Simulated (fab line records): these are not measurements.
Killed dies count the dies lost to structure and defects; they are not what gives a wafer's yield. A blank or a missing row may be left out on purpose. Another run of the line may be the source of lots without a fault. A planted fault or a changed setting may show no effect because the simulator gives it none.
The tool behind it: which one? -- flow sky130 -- 12 lots with 36 wafers sampled at 2 steps, on a route of 708 steps

WHAT EACH GAUGE READ, for each wafer
SKY_FIELD_ISO_THK_MEAS_23. Usual: FIELD_ISO_OXIDATION_01_THK 10.00 nm, standard deviation 0.18.
lot,measured,on,FIELD_ISO_OXIDATION_01_THK (nm),flag
L812,day 2 05:46,film-metro-01,9.82 9.85 9.99,
L813,day 2 12:19,film-metro-01,10.09 10.05 9.86,
L814,day 2 17:18,film-metro-02,10.05 9.91 9.81,
L815,day 2 23:49,film-metro-01,10.01 9.97 10.01,
L816,day 3 04:14,film-metro-01,9.93 9.99 10.08,
L817,day 3 11:14,film-metro-01,9.91 10.05 9.94,
L825,day 5 03:40,film-metro-01,9.69 9.61 9.82,
L826,day 5 09:32,film-metro-02,10.17 10.33 10.09,
L829,day 5 22:55,film-metro-01,10.06 9.84 10.02,
L830,day 6 04:50,film-metro-02,9.89 9.91 9.82,
L832,day 6 14:43,film-metro-01,9.85 9.67 9.85,
L833,day 6 20:02,film-metro-02,10.07 10.17 10.18,

SKY_VT_ADJUST_HVTP_TW_MEAS_11. Usual: VT_ADJUST_HVTP_TW 1362, standard deviation 12.
lot,measured,on,VT_ADJUST_HVTP_TW,flag
L812,day 5 21:47,film-metro-02,1372 1374 1372,
L813,day 6 07:22,film-metro-04,1360 1351 1354,
L814,day 6 15:23,film-metro-04,1358 1357 1343,
L815,day 6 22:08,film-metro-02,1367 1367 1369,
L816,day 7 03:29,film-metro-02,1377 1378 1380,
L817,day 7 10:51,film-metro-03,1345 1344 1337,
L825,day 9 14:02,film-metro-04,1354 1358 1366,
L826,day 9 21:26,film-metro-03,1348 1355 1349,
L829,day 10 11:32,film-metro-03,1356 1361 1364,
L830,day 10 17:34,film-metro-04,1366 1374 1357,
L832,day 11 06:11,film-metro-02,1376 1375 1383,
L833,day 11 11:10,film-metro-03,1352 1349 1351,

TOOL THAT RAN EACH LOT (tool first, then ch and the chambers of the sampled wafers, then the start)
Record: no process step prior to these readings.

WHAT THE TOOLS THEMSELVES READ (means of the sampled wafers that have a number; where no wafer has one, the mark that the record gives instead)
The record holds no such reading with a usual standard deviation.

THE ANSWER, worked out from the rows above alone
Rule: a lot counts as off when the mean over its wafers that have a number is more than 3 standard deviations away from the usual mean. Also off: a lot with no number at a reading for which 4 or more lots have one. Where the step has rows for the other lots, those lots are counted as sound. First the gauges in route order, then the tools' own readings, where a lot's mean is used as printed above. The first step at which some lot is off is used, and at that step the reading that is off furthest; a lot without a number counts as furthest.
None of the lots is off at any reading shown; this tells nothing.

WHAT HAD BEEN PUT IN BY THE SIMULATOR
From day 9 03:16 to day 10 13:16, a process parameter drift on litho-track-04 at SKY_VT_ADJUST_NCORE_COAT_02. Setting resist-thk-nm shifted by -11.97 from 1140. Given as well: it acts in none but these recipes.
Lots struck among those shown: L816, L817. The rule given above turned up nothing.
